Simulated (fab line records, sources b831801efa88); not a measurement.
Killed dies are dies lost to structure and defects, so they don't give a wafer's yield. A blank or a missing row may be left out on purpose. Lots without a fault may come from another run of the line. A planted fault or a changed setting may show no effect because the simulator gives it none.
Chamber matching | flow gf180mcu | GF_PASSIVATION_CVD_00 on pecvd-03: 3 sister chambers
The step deposits SiO2 from TEOS, target thk 1000 nm, time 111.95 s. 16 wafers are shown with their chamber, then 8 later ones without.

WAFERS WITH THEIR CHAMBER
wafer  | chamber | heater_power_w (W)
L801.4 | 2       | 760
L801.5 | 0       | 697
L801.6 | 1       | 741
L804.1 | 2       | 701
L804.4 | 2       | 749
L804.6 | 0       | 762
L807.1 | 0       | 634
L807.2 | 2       | 734
L807.3 | 1       | 616
L808.2 | 2       | 776
L808.3 | 0       | 737
L808.4 | 1       | 721
L810.1 | 1       | 694
L810.3 | 2       | 825
L810.4 | 0       | 686
L813.1 | 2       | 789

SIGNATURES (means of the wafers above)
reading        | chamber 0 | chamber 1 | chamber 2 | scatter within a chamber
heater_power_w | 703.20    | 693.00    | 762.00    | 46.7
Rule: a wafer's distance from a chamber is the root of the sum, over the readings, of the square of ((its reading less the chamber's mean) divided by the reading's scatter). The wafer belongs to the nearest chamber; if the next one is less than 2 further off, it can't be placed. The scatter: the root of (the sum of the squares of (reading less its chamber's mean) over the shown wafers, divided by (wafers less chambers)).

WAFERS WITHOUT THEIR CHAMBER
wafer  | heater_power_w (W)
L813.3 | 623
L813.4 | 746
L814.3 | 624
L814.4 | 760
L814.5 | 709
L815.1 | 829
L815.3 | 646
L815.6 | 655

WHICH CHAMBER EACH WENT THROUGH
wafer  | from the rows above          | in truth
L813.3 | can't be placed: 1 or 0 or 2 | 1
L813.4 | can't be placed: 2 or 0 or 1 | 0
L814.3 | can't be placed: 1 or 0 or 2 | 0
L814.4 | can't be placed: 2 or 0 or 1 | 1
L814.5 | can't be placed: 0 or 1 or 2 | 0
L815.1 | can't be placed: 2 or 0 or 1 | 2
L815.3 | can't be placed: 1 or 0 or 2 | 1
L815.6 | can't be placed: 1 or 0 or 2 | 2
Placed correctly: 0 of 8. Can't be placed from these rows: 8 (the true chamber is among the candidates in 8). Placed wrongly: 0.
